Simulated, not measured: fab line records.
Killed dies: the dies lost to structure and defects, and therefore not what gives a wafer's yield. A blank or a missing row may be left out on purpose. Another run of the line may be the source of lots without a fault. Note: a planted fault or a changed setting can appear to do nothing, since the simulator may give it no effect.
Which of the tools did it? / flow sky130 / 39 wafers from 13 lots sampled at 4 of the route's 708 steps

## WHAT THE GAUGES SHOWED, per wafer
SKY_VT_ADJUST_LVTN_OVL_MEAS_18.
lot=L777; measured=day 7 11:21; on=overlay-01; VT_ADJUST_LVTN_01_OVL (nm)=-3.1 -1.9 -3.3
lot=L778; measured=day 7 19:22; on=overlay-02; VT_ADJUST_LVTN_01_OVL (nm)=0.7 2.8 1.1
lot=L779; measured=day 7 22:36; on=overlay-02; VT_ADJUST_LVTN_01_OVL (nm)=0.3 -1.4 -1.7
lot=L781; measured=day 8 19:55; on=overlay-01; VT_ADJUST_LVTN_01_OVL (nm)=0.0 -2.3 -0.3
lot=L786; measured=day 10 01:07; on=overlay-01; VT_ADJUST_LVTN_01_OVL (nm)=-0.5 -0.1 -0.3
lot=L789; measured=day 10 22:43; on=overlay-02; VT_ADJUST_LVTN_01_OVL (nm)=0.5 -3.0 0.9
lot=L790; measured=day 11 02:42; on=overlay-02; VT_ADJUST_LVTN_01_OVL (nm)=-2.0 -1.6 -1.4
lot=L792; measured=day 11 19:30; on=overlay-01; VT_ADJUST_LVTN_01_OVL (nm)=-1.7 -0.6 -1.7
lot=L794; measured=day 12 20:13; on=overlay-01; VT_ADJUST_LVTN_01_OVL (nm)=1.9 -0.2 0.8
lot=L796; measured=day 13 11:07; on=overlay-02; VT_ADJUST_LVTN_01_OVL (nm)=-1.5 -1.5 -1.3
lot=L798; measured=day 13 23:16; on=overlay-02; VT_ADJUST_LVTN_01_OVL (nm)=-0.2 -3.1 0.2
lot=L799; measured=day 14 03:20; on=overlay-02; VT_ADJUST_LVTN_01_OVL (nm)=-0.7 -1.9 -1.2
lot=L800; measured=day 15 21:26; on=overlay-02; VT_ADJUST_LVTN_01_OVL (nm)=0.6 0.1 0.7

SKY_SD_N_CD_MEAS_07 targets a cd of 380 nm.
lot=L777; measured=day 27 07:39; on=cd sem-02; cd nm (nm)=383.1 382.3 381.7
lot=L778; measured=day 27 20:18; on=cd sem-02; cd nm (nm)=380.6 383.0 383.9
lot=L779; measured=day 27 19:26; on=cd sem-02; cd nm (nm)=382.2 383.5 384.4
lot=L781; measured=day 29 01:23; on=cd sem-01; cd nm (nm)=336.2 334.8 333.4
lot=L786; measured=day 30 18:14; on=cd sem-02; cd nm (nm)=380.0 383.6 383.2
lot=L789; measured=day 31 17:26; on=cd sem-01; cd nm (nm)=379.3 380.2 380.7
lot=L790; measured=day 32 01:13; on=cd sem-02; cd nm (nm)=377.8 377.3 376.2
lot=L792; measured=day 32 19:26; on=cd sem-02; cd nm (nm)=374.2 370.6 376.1
lot=L794; measured=day 34 01:26; on=cd sem-01; cd nm (nm)=380.7 377.3 379.3
lot=L796; measured=day 34 15:50; on=cd sem-01; cd nm (nm)=380.1 381.1 382.0
lot=L798; measured=day 35 05:25; on=cd sem-01; cd nm (nm)=378.3 378.6 378.5
lot=L799; measured=day 35 06:31; on=cd sem-01; cd nm (nm)=380.2 379.8 380.0
lot=L800; measured=day 36 23:10; on=cd sem-02; cd nm (nm)=381.9 378.5 380.2

## EACH LOT AND THE TOOL THAT RAN IT (in order: tool; ch and the chambers of the sampled wafers; start)
lot=L777; SKY_POLY_GATE_ETCH_16=rie diel-04 ch 0,3, day 15 22:38; SKY_SD_N_EXPOSE_04=iline stepper-01 ch 0, day 26 17:27
lot=L778; SKY_POLY_GATE_ETCH_16=rie diel-03 ch 1,2,3, day 16 07:44; SKY_SD_N_EXPOSE_04=iline stepper-02 ch 0, day 27 06:06
lot=L779; SKY_POLY_GATE_ETCH_16=rie diel-01 ch 0,1,2, day 16 09:39; SKY_SD_N_EXPOSE_04=iline stepper-02 ch 0, day 27 05:10
lot=L781; SKY_POLY_GATE_ETCH_16=rie diel-01 ch 0,1,3, day 17 14:11; SKY_SD_N_EXPOSE_04=iline stepper-02 ch 0, day 28 11:22
lot=L786; SKY_POLY_GATE_ETCH_16=rie diel-01 ch 0,1,3, day 19 11:35; SKY_SD_N_EXPOSE_04=iline stepper-02 ch 0, day 30 04:43
lot=L789; SKY_POLY_GATE_ETCH_16=rie diel-04 ch 0,1,2, day 20 13:05; SKY_SD_N_EXPOSE_04=iline stepper-01 ch 0, day 31 04:01
lot=L790; SKY_POLY_GATE_ETCH_16=rie diel-03 ch 1,2, day 20 22:56; SKY_SD_N_EXPOSE_04=iline stepper-02 ch 0, day 31 12:34
lot=L792; SKY_POLY_GATE_ETCH_16=rie diel-03 ch 0,2, day 21 19:41; SKY_SD_N_EXPOSE_04=iline stepper-02 ch 0, day 32 06:23
lot=L794; SKY_POLY_GATE_ETCH_16=rie diel-03 ch 0,1,3, day 23 02:20; SKY_SD_N_EXPOSE_04=iline stepper-01 ch 0, day 33 11:37
lot=L796; SKY_POLY_GATE_ETCH_16=rie diel-01 ch 0,1, day 23 18:23; SKY_SD_N_EXPOSE_04=iline stepper-01 ch 0, day 34 03:34
lot=L798; SKY_POLY_GATE_ETCH_16=rie diel-01 ch 0,1,3, day 24 06:05; SKY_SD_N_EXPOSE_04=iline stepper-01 ch 0, day 34 15:43
lot=L799; SKY_POLY_GATE_ETCH_16=rie diel-03 ch 0,1, day 24 12:51; SKY_SD_N_EXPOSE_04=iline stepper-02 ch 0, day 34 17:22
lot=L800; SKY_POLY_GATE_ETCH_16=rie diel-04 ch 0,2,3, day 26 12:17; SKY_SD_N_EXPOSE_04=iline stepper-02 ch 0, day 36 11:26
- SKY_POLY_GATE_ETCH_16: etches Si3N4 in CH3F/O2, stops on poly-Si, time 147.5 s, target depth 75 nm.
- SKY_SD_N_EXPOSE_04: exposes mask NSDM, target cd 380 nm.

## AS READ BY THE TOOLS THEMSELVES (means over the sampled wafers that have a number; for cases with no such wafer, the mark the record gives instead)
SKY_POLY_GATE_ETCH_16.
lot=L777; tool=rie diel-04; bias w (W)=80.14; drypump motor current A (A)=5.7; oes product au (a.u.)=0.637; throttle valve pct (%)=10.535
lot=L778; tool=rie diel-03; bias w (W)=79.88; drypump motor current A (A)=5.9; oes product au (a.u.)=0.633; throttle valve pct (%)=10.545
lot=L779; tool=rie diel-01; bias w (W)=80.32; drypump motor current A (A)=5.2; oes product au (a.u.)=0.641; throttle valve pct (%)=10.526
lot=L781; tool=rie diel-01; bias w (W)=80.10; drypump motor current A (A)=5.5; oes product au (a.u.)=0.634; throttle valve pct (%)=10.527
lot=L786; tool=rie diel-01; bias w (W)=79.82; drypump motor current A (A)=5.5; oes product au (a.u.)=0.642; throttle valve pct (%)=10.542
lot=L789; tool=rie diel-04; bias w (W)=79.92; drypump motor current A (A)=5.7; oes product au (a.u.)=0.638; throttle valve pct (%)=10.532
lot=L790; tool=rie diel-03; bias w (W)=79.96; drypump motor current A (A)=5.8; oes product au (a.u.)=0.637; throttle valve pct (%)=10.541
lot=L792; tool=rie diel-03; bias w (W)=79.82; drypump motor current A (A)=5.7; oes product au (a.u.)=0.631; throttle valve pct (%)=10.534
lot=L794; tool=rie diel-03; bias w (W)=79.66; drypump motor current A (A)=5.5; oes product au (a.u.)=0.636; throttle valve pct (%)=10.533
lot=L796; tool=rie diel-01; bias w (W)=79.99; drypump motor current A (A)=5.2; oes product au (a.u.)=0.642; throttle valve pct (%)=10.521
lot=L798; tool=rie diel-01; bias w (W)=80.20; drypump motor current A (A)=5.4; oes product au (a.u.)=0.633; throttle valve pct (%)=10.535
lot=L799; tool=rie diel-03; bias w (W)=79.88; drypump motor current A (A)=5.5; oes product au (a.u.)=0.640; throttle valve pct (%)=10.540
lot=L800; tool=rie diel-04; bias w (W)=79.91; drypump motor current A (A)=5.7; oes product au (a.u.)=0.641; throttle valve pct (%)=10.528

SKY_SD_N_EXPOSE_04.
lot=L777; tool=iline stepper-01; focus offset nm (nm)=0.1
lot=L778; tool=iline stepper-02; focus offset nm (nm)=0.5
lot=L779; tool=iline stepper-02; focus offset nm (nm)=-0.1
lot=L781; tool=iline stepper-02; focus offset nm (nm)=-0.3
lot=L786; tool=iline stepper-02; focus offset nm (nm)=-0.1
lot=L789; tool=iline stepper-01; focus offset nm (nm)=0.1
lot=L790; tool=iline stepper-02; focus offset nm (nm)=0.2
lot=L792; tool=iline stepper-02; focus offset nm (nm)=-0.1
lot=L794; tool=iline stepper-01; focus offset nm (nm)=0.1
lot=L796; tool=iline stepper-01; focus offset nm (nm)=0.0
lot=L798; tool=iline stepper-01; focus offset nm (nm)=-0.2
lot=L799; tool=iline stepper-02; focus offset nm (nm)=-0.2
lot=L800; tool=iline stepper-02; focus offset nm (nm)=-0.6

## THE ANSWER, worked out from the rows above alone
Rule: what is usual is taken from the lots themselves. Put in order of their means at a reading, lots are off if they are a third of the lots or fewer, leave a main group of 4 or more, and stand apart from it by a gap of 3 or more times the standard deviation of the main group's means; of several such gaps the widest counts. If all means in a main group match to the digits the tables above print for the reading, that group is not used. A lot without any number at a reading at which 4 lots or more have one is off too. Any other lot the step has rows for is counted as sound. Order of review: gauges by route order, followed by the tools' own readings, for which a lot's mean as printed above is used. The first step at which some lot is off is used, and at that step the reading that is off furthest; a lot without a number counts as furthest.
Off: L781, at SKY_SD_N_CD_MEAS_07 (cd nm). The main group has a mean of 380.0 nm with a standard deviation of 2.6.
If a tool, at a process step before that reading, ran all the lots that are off and no sound lot after the first of them, it fits. Gauges at SKY_SD_N_CD_MEAS_07: tried the same way as those tools. Of those tried, none fits.

## WHAT WAS PUT IN BY THE SIMULATOR
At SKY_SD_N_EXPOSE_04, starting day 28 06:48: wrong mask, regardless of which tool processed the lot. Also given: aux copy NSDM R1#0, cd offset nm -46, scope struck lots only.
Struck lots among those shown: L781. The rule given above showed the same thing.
